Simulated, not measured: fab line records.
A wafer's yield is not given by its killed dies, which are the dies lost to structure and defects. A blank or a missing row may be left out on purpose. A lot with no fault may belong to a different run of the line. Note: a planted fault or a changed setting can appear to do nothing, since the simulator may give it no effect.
Which tool did it? :: flow gf180mcu :: 12 lots, 36 wafers sampled, at 2 steps of a route of 602

## WHAT THE GAUGES READ, wafer by wafer
GF_V5_THK_MEAS_25: measures by xrf. Usual: V5_W_THK gives 349 nm (standard deviation 6.3).
lot: L362
measured: day 27 01:59
on: film-metro-02
V5_W_THK (nm): 353 353 352
flag: 

lot: L363
measured: day 27 12:00
on: film-metro-03
V5_W_THK (nm): 344 343 347
flag: 

lot: L366
measured: day 28 11:28
on: film-metro-03
V5_W_THK (nm): 354 357 347
flag: 

lot: L368
measured: day 29 01:59
on: film-metro-03
V5_W_THK (nm): 351 347 350
flag: 

lot: L371
measured: day 30 03:10
on: film-metro-03
V5_W_THK (nm): 348 346 345
flag: 

lot: L373
measured: day 30 13:05
on: film-metro-01
V5_W_THK (nm): 352 346 345
flag: 

lot: L374
measured: day 31 00:10
on: film-metro-03
V5_W_THK (nm): 349 358 345
flag: 

lot: L377
measured: day 31 18:46
on: film-metro-02
V5_W_THK (nm): 348 351 341
flag: 

lot: L378
measured: day 31 21:22
on: film-metro-02
V5_W_THK (nm): 353 353 343
flag: 

lot: L380
measured: day 32 12:33
on: film-metro-02
V5_W_THK (nm): 362 357 358
flag: 

lot: L381
measured: day 32 16:38
on: film-metro-02
V5_W_THK (nm): 361 354 354
flag: 

lot: L384
measured: day 33 12:43
on: film-metro-02
V5_W_THK (nm): 345 350 347
flag: 

## TOOL THAT RAN EACH LOT (tool first, then ch and the chambers of the sampled wafers, then the start)
lot: L362
GF_V5_ETCH_17: rie-diel-02 ch 0,2,3, day 27 01:00

lot: L363
GF_V5_ETCH_17: rie-diel-02 ch 0,2,3, day 27 11:00

lot: L366
GF_V5_ETCH_17: rie-diel-02 ch 0,1, day 28 10:00

lot: L368
GF_V5_ETCH_17: rie-diel-03 ch 1,2,3, day 29 01:00

lot: L371
GF_V5_ETCH_17: rie-diel-04 ch 1,2, day 30 02:00

lot: L373
GF_V5_ETCH_17: rie-diel-02 ch 0,1,2, day 30 11:00

lot: L374
GF_V5_ETCH_17: rie-diel-02 ch 1,2,3, day 30 23:00

lot: L377
GF_V5_ETCH_17: rie-diel-04 ch 0,3, day 31 17:00

lot: L378
GF_V5_ETCH_17: rie-diel-03 ch 2,3, day 31 20:00

lot: L380
GF_V5_ETCH_17: rie-diel-04 ch 0,2,3, day 32 11:00

lot: L381
GF_V5_ETCH_17: rie-diel-03 ch 0,1,3, day 32 15:00

lot: L384
GF_V5_ETCH_17: rie-diel-02 ch 0,1,3, day 33 11:00
- GF_V5_ETCH_17: etches SiO2 in C4F8/O2/Ar, stops on TiN, target depth 855 nm.

## AS READ BY THE TOOLS THEMSELVES (means over the sampled wafers that have a number; for cases with no such wafer, the mark the record gives instead)
GF_V5_ETCH_17. Usual: oes-product-au 0.860 a.u., standard deviation 0.0044; rf-fwd-power-W 1494 W, standard deviation 5.1.
lot: L362
tool: rie-diel-02
oes-product-au (a.u.): 0.859
rf-fwd-power-W (W): 1491
flag: 

lot: L363
tool: rie-diel-02
oes-product-au (a.u.): 0.862
rf-fwd-power-W (W): 1491
flag: 

lot: L366
tool: rie-diel-02
oes-product-au (a.u.): 0.862
rf-fwd-power-W (W): 1494
flag: 

lot: L368
tool: rie-diel-03
oes-product-au (a.u.): 0.860
rf-fwd-power-W (W): 1493
flag: 

lot: L371
tool: rie-diel-04
oes-product-au (a.u.): 0.858
rf-fwd-power-W (W): 1491
flag: 

lot: L373
tool: rie-diel-02
oes-product-au (a.u.): 0.859
rf-fwd-power-W (W): 1491
flag: 

lot: L374
tool: rie-diel-02
oes-product-au (a.u.): 0.859
rf-fwd-power-W (W): 1495
flag: 

lot: L377
tool: rie-diel-04
oes-product-au (a.u.): 0.862
rf-fwd-power-W (W): 1498
flag: 

lot: L378
tool: rie-diel-03
oes-product-au (a.u.): 0.857
rf-fwd-power-W (W): 1496
flag: 

lot: L380
tool: rie-diel-04
oes-product-au (a.u.): 0.863
rf-fwd-power-W (W): 1493
flag: 

lot: L381
tool: rie-diel-03
oes-product-au (a.u.): 0.861
rf-fwd-power-W (W): 1491
flag: 

lot: L384
tool: rie-diel-02
oes-product-au (a.u.): 0.856
rf-fwd-power-W (W): 1493
flag: 

## THE ANSWER, worked out from the rows above alone
Rule: a lot counts as off when the mean over its wafers that have a number is more than 3 standard deviations away from the usual mean. A lot without any number at a reading at which 4 lots or more have one is off too. Where the step has rows for the other lots, those lots are counted as sound. The gauges are gone through in route order, then the tools' own readings, and for those a lot's mean is taken as printed above. At the first step where some lot is off, the reading lying furthest off is the one used; lots without a number count as furthest.
No lot is off at any reading shown: from this, nothing can be told.

## WHAT THE SIMULATOR PUT IN
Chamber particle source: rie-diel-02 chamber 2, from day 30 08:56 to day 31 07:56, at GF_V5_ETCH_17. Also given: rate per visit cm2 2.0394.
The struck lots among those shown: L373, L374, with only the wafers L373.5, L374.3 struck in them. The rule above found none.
